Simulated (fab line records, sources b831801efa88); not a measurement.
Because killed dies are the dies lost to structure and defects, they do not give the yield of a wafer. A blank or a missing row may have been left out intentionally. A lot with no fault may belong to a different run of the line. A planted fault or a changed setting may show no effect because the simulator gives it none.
The tool behind it: which one? -- flow gf180mcu -- route of 602 steps, sampled at 1 step: 7 lots, 21 wafers

## WHAT THE GAUGES SHOWED, per wafer
GF_SAB_CD_MEAS_09: target cd 420 nm.
lot,measured,on,cd_nm (nm)
L855,day 16 03:56,cd_sem-01,418.4 417.7 419.6
L857,day 16 15:47,cd_sem-02,418.2 416.8 418.5
L859,day 17 14:26,cd_sem-02,418.5 418.3 416.1
L867,day 20 13:12,cd_sem-02,418.2 417.3 418.8
L872,day 22 03:23,cd_sem-01,420.6 420.9 419.9
L874,day 22 23:15,cd_sem-02,418.9 420.8 421.0
L876,day 23 06:42,cd_sem-01,418.4 419.7 421.5

## WHAT TOOL EACH LOT RAN ON (gives the tool, then ch and the chambers of the sampled wafers, and finally the start)
Record: no process step prior to these readings.

## THE ANSWER, worked out from the rows above alone
Rule: usual is defined by the lots themselves. Put in order of their means at a reading, lots are off if they are a third of the lots or fewer, leave a main group of 4 or more, and stand apart from it by a gap of 3 or more times the standard deviation of the main group's means; of several such gaps the widest counts. The tables above print the reading to a certain number of digits; a main group whose means all agree to those digits is not used. A lot without any number at a reading at which 4 lots or more have one is off too. The other lots that the step has rows for count as sound.
Across all readings shown, no lot is off: no conclusion can be drawn from this.

## WHAT WAS PUT IN BY THE SIMULATOR
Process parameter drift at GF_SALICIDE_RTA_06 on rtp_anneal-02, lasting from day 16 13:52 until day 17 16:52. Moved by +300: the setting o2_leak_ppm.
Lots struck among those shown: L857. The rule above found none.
